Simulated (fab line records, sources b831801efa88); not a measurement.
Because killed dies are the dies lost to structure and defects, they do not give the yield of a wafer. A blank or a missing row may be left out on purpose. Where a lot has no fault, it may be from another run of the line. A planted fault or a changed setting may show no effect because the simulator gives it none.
fab line records | flow gf180mcu
[record] lots = 13 wafers = 39 last_day = 34
route steps=602 shown STI@23 NWELL@44
lots that met no fault: from a run of the same line without faults
start_h: hours from the record's first day to the start of the lot's first wafer shown | wait_h: hours since the lot's step before | " repeats the value in the row above | L1.1+2: a single row standing in for several wafers | - value missing, or start not given | * or withheld: withheld | < > ~ a bound
route shown NAME@n: NAME is a module with steps in the file, n the number in the route of the first one | usual: mean/standard deviation taken from wafers without a fault | same: alike in all rows | chamber/n: place in a boat | sites: per-site readings | _std_site: how widely they spread, as a standard deviation | _edge_site: inner sites' mean taken away from outer sites' mean | radius_mm: how far each site lies from the wafer's centre | mask NAME#n: copy n | behind: tool/chamber where the wafer was last shaped | hold: what put the lot on hold/how long, in hours/how the hold closed | device: the transistor (n, p or np) that didn't switch | end of line: the route-end tests of the same wafers | a step with no rows: only its recipe | killed: at the first sort, the dies lost to defects and structure; wafer yield is something else | map: shows each die of a wafer: x if killed, . if not, _ if none is there
set.NAME: the run value of the setting; set.NAME@STEP: its run value at that earlier step | model.NAME: the simulator's own value behind a step, which no gauge read
one table for each step of the route and one row for each wafer, over a sample of lots
services: a tool's chamber out of use, with start hour (start_h, from the record's first day; less than 0 if before it), hours out, and reason
[[steps]]
[step GF_STI_THK_MEAS_22]
[recipe] reads = SiO2_of_STI_OXIDATION_21
[usual] STI_OXIDATION_01_THK = 14.8/0.31
// columns lot.wafer tool chamber start_h wait_h STI_OXIDATION_01_THK[nm]
L248.2 film_metro-01 - 43.15 0.0 15.0
L248.3 " - " " 14.9
L248.6 " - " " 14.7
L251.1 film_metro-01 - 58.56 0.0 14.3
L251.2 " - " " 14.3
L251.6 " - " " 14.1
L252.1 film_metro-03 - 62.76 0.0 14.6
L252.4 " - " " 14.5
L252.6 " - " " 14.5
L256.3 film_metro-01 - 83.54 0.0 15.4
L256.5 " - " " 14.9
L256.6 " - " " 15.2
L259.2 film_metro-02 - 98.80 0.0 14.3
L259.4 " - " " 14.5
L259.6 " - " " 14.5
L260.1 film_metro-03 - 105.81 0.0 15.2
L260.2 " - " " 15.2
L260.3 " - " " 15.1
L261.2 film_metro-02 - 109.21 0.0 14.7
L261.4 " - " " 14.9
L261.5 " - " " 14.8
L262.1 film_metro-01 - 115.42 0.0 14.4
L262.3 " - " " 14.7
L262.5 " - " " 14.5
L263.1 film_metro-01 - 121.23 0.0 15.3
L263.2 " - " " 15.3
L263.5 " - " " 15.4
L264.1 film_metro-01 - 125.13 0.0 14.6
L264.4 " - " " 14.5
L264.5 " - " " 14.4
L265.1 film_metro-02 - 130.44 0.0 14.9
L265.2 " - " " 14.7
L265.3 " - " " 14.5
L266.1 film_metro-02 - 134.99 0.0 14.6
L266.3 " - " " 14.6
L266.6 " - " " 14.9
L268.1 film_metro-02 - 146.94 0.0 15.1
L268.2 " - " " 15.4
L268.4 " - " " 15.4
[step GF_STI_CMP_25]
[recipe] stop_on = Si3N4 t_overpolish_s = 33 down_force_psi = 4 platen_rpm = 60 target_thk_nm = 524.6 pad_velocity_m_s = 0.94248
[usual] motor_current_A = 12.6/1.3 overpolish_run_s = 33.000/0.0095 time_to_endpoint_s = 125/6.6
// columns lot.wafer tool chamber start_h wait_h motor_current_A overpolish_run_s time_to_endpoint_s
L248.3 cmp-02 0 43.39 0.1 12.3 32.993 124
L248.2 " 1 " " 12.7 33.004 118
L248.6 " 3 " " 15.0 33.000 128
L251.2 cmp-01 3 58.81 0.0 11.8 32.998 138
L251.1 " 1 " " 12.0 33.000 126
L251.6 " 3 " " 11.1 33.005 135
L252.1 cmp-01 3 63.01 0.1 10.9 32.999 137
L252.4 " 0 " " 12.6 32.979 137
L252.6 " 3 " " 11.3 33.014 138
L256.3 cmp-01 1 83.77 0.1 11.5 32.992 111
L256.5 " 0 " " 12.3 33.008 123
L256.6 " 1 " " 11.7 33.015 113
L259.2 cmp-02 1 98.98 0.0 12.7 33.001 119
L259.4 " 2 " " 11.7 33.008 121
L259.6 " 1 " " 12.9 33.012 119
L260.1 cmp-02 1 106.06 0.1 12.3 32.986 126
L260.2 " 2 " " 11.8 33.002 130
L260.3 " 3 " " 15.3 33.005 134
L261.2 cmp-01 2 109.45 0.1 11.2 33.018 118
L261.4 " 3 " " 11.6 32.992 122
L261.5 " 1 " " 12.4 33.020 118
L262.1 cmp-02 1 115.62 0.1 13.1 33.014 125
L262.3 " 0 " " 12.4 32.997 130
L262.5 " 2 " " 12.3 32.987 123
L263.1 cmp-01 1 121.48 0.1 11.9 33.003 113
L263.2 " 2 " " 11.1 33.006 117
L263.5 " 0 " " 12.3 32.998 124
L264.1 cmp-02 3 125.32 0.1 15.2 32.993 130
L264.4 " 2 " " 12.3 33.007 124
L264.5 " 3 " " 15.1 33.007 132
L265.1 cmp-01 1 130.64 0.1 12.0 32.998 113
L265.3 " 2 " " 11.8 33.003 122
L265.2 " 3 " " 12.3 33.024 125
L266.3 cmp-02 2 135.18 0.0 12.1 32.997 127
L266.1 " 1 " " 12.7 32.991 121
L266.6 " 3 " " 14.9 33.013 129
L268.2 cmp-02 0 147.18 0.1 12.8 33.021 122
L268.4 " 1 " " 13.1 33.017 122
L268.1 " 2 " " 11.7 33.007 121
[step GF_NWELL_COAT_02]
[recipe] spin_rpm = 2000 resist_thk_nm = 3000
// columns lot.wafer tool chamber start_h wait_h
L248.2+3+6 litho_track-01 0 64.19 0.1
L251.1+2+6 litho_track-01 0 80.21 0.1
L252.1+4+6 litho_track-01 0 84.96 0.1
L256.3+5+6 litho_track-02 0 106.11 0.1
L259.2+4+6 litho_track-04 0 122.77 0.1
L260.1+2+3 litho_track-04 0 130.49 0.1
L261.2+4+5 litho_track-02 0 133.54 0.1
L262.1+3+5 litho_track-04 0 140.34 0.1
L263.1+2+5 litho_track-02 0 147.06 0.1
L264.1+4+5 litho_track-01 0 151.16 0.1
L265.1+2+3 litho_track-01 0 157.06 0.1
L266.1+3+6 litho_track-01 0 161.11 0.1
L268.1+2+4 litho_track-01 0 173.96 0.1
[step GF_NWELL_OVL_MEAS_07]
[usual] NWELL_OVL = -0.1/1.3
// columns lot.wafer tool chamber start_h wait_h NWELL_OVL[nm]
L248.2 overlay-01 - 71.02 - -0.3
L248.3 " - " " 0.2
L248.6 " - " " 0.5
L251.1 overlay-01 - 87.26 - 0.2
L251.2 " - " " 1.0
L251.6 " - " " -0.1
L252.1 overlay-02 - 92.29 - 0.1
L252.4 " - " " -0.8
L252.6 " - " " 0.6
L256.3 overlay-02 - 113.17 - -0.8
L256.5 " - " " 0.0
L256.6 " - " " 1.8
L259.2 overlay-01 - 130.12 - 0.6
L259.4 " - " " 1.0
L259.6 " - " " -2.3
L260.1 overlay-02 - 138.54 - 0.7
L260.2 " - " " 0.4
L260.3 " - " " -0.9
L261.2 overlay-02 - 141.05 - -0.4
L261.4 " - " " -0.4
L261.5 " - " " -0.8
L262.1 overlay-01 - 148.81 - 2.4
L262.3 " - " " 0.9
L262.5 " - " " 1.2
L263.1 overlay-02 - 155.21 - -0.9
L263.2 " - " " -1.9
L263.5 " - " " -1.7
L264.1 overlay-01 - 159.01 - -0.2
L264.4 " - " " 1.5
L264.5 " - " " 0.5
L265.1 overlay-01 - 164.89 - -2.1
L265.2 " - " " -0.7
L265.3 " - " " 0.8
L266.1 overlay-02 - 170.06 - 0.1
L266.3 " - " " -0.7
L266.6 " - " " 1.1
L268.1 overlay-01 - 182.31 - -1.1
L268.2 " - " " 0.5
L268.4 " - " " 1.7
[step GF_NWELL_STRIP_10]
[recipe] chemistry = O2/N2 power_w = 1400 pressure_mtorr = 1500 platen_temp_c = 250 o2_flow_sccm = 3000 n2_flow_sccm = 300 overash_fraction = 0.5
[usual] drypump_motor_current_A = 5.6/0.48 heater_power_w = 327/29 oes_product_au = 0.723/0.0044 strip_time_to_endpoint_s = 37.00/0.11
// columns lot.wafer tool chamber start_h wait_h drypump_motor_current_A heater_power_w oes_product_au rf_hours_counter_h strip_time_to_endpoint_s
L248.2 plasma_asher-04 0 71.35 0.1 5.1 321 0.722 40 37.07
L248.3 " 0 " " 5.2 312 0.728 - 37.06
L248.6 " 0 " " 5.2 317 0.715 - 36.95
L251.1 plasma_asher-01 0 87.60 0.1 5.6 330 0.716 45 37.04
L251.2 " 1 " " 5.8 357 0.731 45 36.99
L251.6 " 0 " " 5.6 327 0.724 - 34.73
L252.1 plasma_asher-04 1 92.63 0.1 5.4 368 0.728 43 37.25
L252.4 " 0 " " 5.2 313 0.723 - 37.06
L252.6 " 1 " " 5.4 379 0.726 - 34.89
L256.3 plasma_asher-03 0 113.53 0.1 6.4 332 0.723 - 36.93
L256.5 " 1 " " 5.2 286 0.726 - 36.94
L256.6 " 0 " " 6.4 322 0.720 - 37.00
L259.2 plasma_asher-04 1 130.45 0.1 5.4 373 0.729 47 36.91
L259.4 " 0 " " 5.2 315 0.725 - 36.95
L259.6 " 0 " " 5.2 310 0.715 - 36.90
L260.1 plasma_asher-03 0 138.88 0.1 6.4 324 0.722 35 37.06
L260.2 " 1 " " 5.2 287 0.714 35 36.93
L260.3 " 1 " " 5.2 279 0.717 - 36.89
L261.2 plasma_asher-04 0 141.38 0.1 5.2 318 0.718 48 36.98
L261.4 " 1 " " 5.4 369 0.720 - 36.99
L261.5 " 0 " " 5.1 325 0.721 - 36.93
L262.1 plasma_asher-01 0 149.14 0.1 5.6 339 0.723 51 36.94
L262.3 " 1 " " 5.8 352 0.722 - 36.96
L262.5 " 0 " " 5.6 335 0.716 - 36.98
L263.1 plasma_asher-03 1 155.54 0.1 5.2 280 0.724 37 37.00
L263.2 " 0 " " 6.4 326 0.722 37 36.99
L263.5 " 0 " " 6.4 333 0.720 - 36.95
L264.1 plasma_asher-03 0 159.35 0.1 6.4 332 0.727 37 36.99
L264.4 " 0 " " 6.4 330 0.728 - 37.07
L264.5 " 1 " " 5.2 285 0.725 - 37.16
L265.1 plasma_asher-03 0 165.23 0.1 6.4 330 0.715 38 37.04
L265.2 " 1 " " 5.2 286 0.727 38 37.03
L265.3 " 0 " " 6.4 319 0.720 - 37.02
L266.1 plasma_asher-01 1 170.40 0.1 5.8 356 0.720 53 37.21
L266.3 " 0 " " 5.7 329 0.720 - 37.12
L266.6 " 1 " " 5.9 356 0.718 - 37.14
L268.1 plasma_asher-03 1 182.65 0.1 5.2 277 0.722 40 37.05
L268.2 " 0 " " 6.4 333 0.723 40 36.98
L268.4 " 0 " " 6.4 326 0.723 - 36.95
[[services]]
// columns tool chamber start_h hours kind
cmp-02 - 20.56 2.9 pm
cmp-01 - 31.20 0.7 repair
litho_track-04 - 55.00 - consumable_replace:filter
cmp-01 - 70.53 4.0 pm
cmp-02 - 71.44 0.2 repair
cmp-01 - 73.00 0.6 repair
cmp-01 - 74.53 - consumable_replace:conditioner
cmp-01 - 74.53 - consumable_replace:pad
cmp-01 - 79.45 0.4 repair
cmp-02 - 100.68 1.9 repair
plasma_asher-01 - 136.15 6.1 repair
litho_track-02 - 159.14 - consumable_replace:filter
cmp-01 - 171.94 2.3 repair
cmp-02 - 178.40 0.7 repair
cmp-01 - 178.65 1.4 repair
[[key]]
[first_sign] step = GF_NWELL_STRIP_10 reading = strip_time_to_endpoint_s direction = down sigmas = 20 usual = * struck = *
effect none on later readings
met_at GF_NWELL_COAT_02
struck_lots L251,L252
struck_wafers L251.6,L252.6
tester_left_out L251,L252
not_acting_at GF_STI_THK_MEAS_22,GF_STI_CMP_25,GF_NWELL_OVL_MEAS_07
onset_between 64.19 80.21
[fault] kind = process_parameter_drift tool = litho_track-01 chamber = - onset_h = 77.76 steps = GF_NWELL_COAT_02 channel = resist_thk_nm offset = * shape = step end_h = 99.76 scope = struck_wafers_only acts_in = * stated = *
// tester_left_out: of these lots the tester's yield and bins aren't shown, on N5 and GAA mostly nor the transistor test; their killed dies are dies lost to structure and defects alone, not to doping, threshold or leakage, so they don't give the yield
